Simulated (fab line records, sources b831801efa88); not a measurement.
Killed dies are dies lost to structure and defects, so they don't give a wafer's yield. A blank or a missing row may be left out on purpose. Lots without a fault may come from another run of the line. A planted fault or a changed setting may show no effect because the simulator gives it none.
Which tool did it? | flow gf180mcu | 14 lots, 42 wafers sampled, at 5 steps of a route of 602

WHAT THE GAUGES READ, wafer by wafer
GF_LVPWELL_OVL_MEAS_07.
lot  | measured    | on         | LVPWELL_OVL (nm)
L766 | day 4 02:55 | overlay-02 | 1.3 1.7 3.0
L770 | day 5 02:46 | overlay-01 | 2.4 1.5 2.0
L771 | day 5 05:56 | overlay-02 | 0.5 -0.3 1.9
L772 | day 5 12:25 | overlay-01 | 2.7 3.0 0.4
L774 | day 5 23:58 | overlay-02 | -0.8 -1.0 0.3
L776 | day 6 13:25 | overlay-01 | -1.0 0.2 -0.4
L778 | day 6 21:48 | overlay-01 | 0.2 0.9 1.9
L782 | day 7 19:49 | overlay-02 | 0.1 0.7 -0.2
L783 | day 8 00:53 | overlay-01 | 2.0 2.8 2.3
L784 | day 8 08:22 | overlay-01 | 2.8 2.6 0.4
L785 | day 8 14:18 | overlay-01 | 0.6 2.1 0.8
L786 | day 8 22:31 | overlay-02 | 2.9 1.1 1.2
L787 | day 9 02:17 | overlay-02 | -0.4 -0.2 1.9
L788 | day 9 06:43 | overlay-01 | 3.4 2.6 3.1

GF_VT_IMPLANT_TW_MEAS_10.
lot  | measured     | on            | VT_IMPLANT_TW
L766 | day 5 21:20  | film_metro-04 | 567 564 564
L770 | day 7 00:44  | film_metro-02 | 565 565 562
L771 | day 7 03:27  | film_metro-02 | 567 563 562
L772 | day 7 10:44  | film_metro-04 | 570 571 569
L774 | day 7 22:47  | film_metro-02 | 566 564 562
L776 | day 8 12:07  | film_metro-01 | 559 559 562
L778 | day 8 22:50  | film_metro-01 | 562 561 557
L782 | day 9 22:50  | film_metro-02 | 565 564 564
L783 | day 10 04:32 | film_metro-01 | 558 556 555
L784 | day 10 12:49 | film_metro-02 | 568 569 565
L785 | day 10 20:08 | film_metro-04 | 573 572 567
L786 | day 11 03:23 | film_metro-04 | 569 568 567
L787 | day 11 08:19 | film_metro-04 | 565 569 566
L788 | day 11 13:40 | film_metro-01 | 561 560 556

GF_VT_IMPLANT_TW_MEAS_32.
lot  | measured     | on            | VT_IMPLANT_3_TW
L766 | day 7 03:23  | film_metro-02 | 269.2 268.1 268.0
L770 | day 8 07:58  | film_metro-01 | 266.6 266.9 267.1
L771 | day 8 11:38  | film_metro-02 | 270.6 269.4 269.5
L772 | day 8 19:52  | film_metro-01 | 268.3 267.1 266.1
L774 | day 9 08:37  | film_metro-02 | 269.0 270.5 268.2
L776 | day 9 22:43  | film_metro-02 | 268.3 269.6 268.8
L778 | day 10 09:43 | film_metro-04 | 271.3 270.4 272.6
L782 | day 11 10:31 | film_metro-01 | 265.0 266.6 265.4
L783 | day 11 17:11 | film_metro-04 | 271.6 270.1 270.8
L784 | day 12 02:16 | film_metro-04 | 270.1 271.0 271.3
L785 | day 12 09:10 | film_metro-04 | 270.3 269.0 270.1
L786 | day 12 17:29 | film_metro-02 | 270.6 270.9 267.7
L787 | day 12 23:14 | film_metro-01 | 267.0 266.2 266.4
L788 | day 13 04:01 | film_metro-01 | 265.5 266.6 266.9

GF_VT_IMPLANT_RS_MEAS_49: measures by four-point-probe.
lot  | measured     | on            | MVPSD_RS (ohm/sq)
L766 | day 7 19:40  | film_metro-04 | 1169.1 1170.7 1171.2
L770 | day 9 00:51  | film_metro-04 | 1164.3 1165.8 1165.7
L771 | day 9 05:40  | film_metro-03 | 1167.5 1168.5 1170.7
L772 | day 9 13:46  | film_metro-02 | 1174.3 1169.3 1170.1
L774 | day 10 02:47 | film_metro-04 | 1170.4 1166.1 1167.3
L776 | day 10 16:55 | film_metro-04 | 1170.0 1169.6 1165.9
L778 | day 11 04:19 | film_metro-02 | 1168.5 1168.4 1170.8
L782 | day 12 05:59 | film_metro-03 | 1199.1 1194.7 1197.4
L783 | day 12 13:13 | film_metro-02 | 1196.7 1196.9 1198.0
L784 | day 12 22:54 | film_metro-04 | 1170.0 1168.4 1168.2
L785 | day 13 05:40 | film_metro-03 | 1168.2 1172.8 1168.5
L786 | day 13 13:48 | film_metro-02 | 1167.9 1168.8 1167.2
L787 | day 13 19:48 | film_metro-03 | 1171.7 1173.9 1175.0
L788 | day 14 00:38 | film_metro-03 | 1170.2 1171.7 1167.9

WHICH TOOL RAN EACH LOT (tool, then ch and the chambers of the sampled wafers, then the start)
lot  | GF_MVPSD_IMPLANT_08
L766 | implanter-04 ch 0, day 5 06:34
L770 | implanter-02 ch 0, day 6 08:55
L771 | implanter-02 ch 0, day 6 12:25
L772 | implanter-04 ch 0, day 6 19:39
L774 | implanter-03 ch 0, day 7 06:26
L776 | implanter-03 ch 0, day 7 19:31
L778 | implanter-03 ch 0, day 8 06:00
L782 | implanter-03 ch 0, day 9 05:50
L783 | implanter-03 ch 0, day 9 10:58
L784 | implanter-02 ch 0, day 9 18:47
L785 | implanter-02 ch 0, day 10 02:07
L786 | implanter-02 ch 0, day 10 09:30
L787 | implanter-04 ch 0, day 10 13:38
L788 | implanter-02 ch 0, day 10 19:16
- GF_MVPSD_IMPLANT_08

WHAT THE TOOLS THEMSELVES READ (means of the sampled wafers that have a number; where no wafer has one, the mark that the record gives instead)
GF_MVPSD_IMPLANT_08.
lot  | tool         | beam_energy_keV | dose_ions_cm2
L766 | implanter-04 | 170.00          | 1.5016e+13
L770 | implanter-02 | 170.01          | 1.5002e+13
L771 | implanter-02 | 169.96          | 1.4991e+13
L772 | implanter-04 | 169.99          | 1.4975e+13
L774 | implanter-03 | 169.97          | 1.5003e+13
L776 | implanter-03 | 170.02          | 1.5008e+13
L778 | implanter-03 | 170.04          | 1.5002e+13
L782 | implanter-03 | 170.04          | 1.4327e+13
L783 | implanter-03 | 169.97          | 1.4333e+13
L784 | implanter-02 | 169.95          | 1.5009e+13
L785 | implanter-02 | 169.95          | 1.4987e+13
L786 | implanter-02 | 170.01          | 1.4990e+13
L787 | implanter-04 | 169.99          | 1.5004e+13
L788 | implanter-02 | 170.02          | 1.5013e+13

THE ANSWER, worked out from the rows above alone
Rule: what is usual is taken from the lots themselves. Put in order of their means at a reading, lots are off if they are a third of the lots or fewer, leave a main group of 4 or more, and stand apart from it by a gap of 3 or more times the standard deviation of the main group's means; of several such gaps the widest counts. A main group whose means are all the same, to the digits that the tables above print for the reading, isn't used. A lot without any number at a reading at which 4 lots or more have one is off too. The other lots that the step has rows for count as sound. The gauges are gone through in route order, then the tools' own readings, and for those a lot's mean is taken as printed above. The first step at which some lot is off is used, and at that step the reading that is off furthest; a lot without a number counts as furthest.
Off: L782, L783, at GF_VT_IMPLANT_RS_MEAS_49 (MVPSD_RS). The main group: mean 1169.3 ohm/sq, standard deviation 1.9.
A tool fits if, at a process step before that reading, it ran every lot that is off, and no sound lot after the first of them. The gauges at GF_VT_IMPLANT_RS_MEAS_49 aren't tried: what is off there is off at GF_MVPSD_IMPLANT_08 too, on other tools, and a gauge's error can't cause that. One fits: implanter-03 at GF_MVPSD_IMPLANT_08. Its last sound lot is L778 (day 8 06:00), its first lot that is off L782 (day 9 05:50): a fault that began between those two fits.
The tool's own readings at GF_MVPSD_IMPLANT_08 bear it out: on the lots that are off they differ by more than 5 times the standard deviation of the sound lots' means. dose_ions_cm2 reads 1.4330e+13 there against 1.5000e+13 on the sound lots.

WHAT THE SIMULATOR HAD PUT IN
Process parameter drift: implanter-03, from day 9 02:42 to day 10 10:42, at GF_MVPSD_IMPLANT_08. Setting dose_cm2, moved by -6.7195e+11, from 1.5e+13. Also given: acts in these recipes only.
Lots struck among those shown: L782, L783. The rule above found the same.
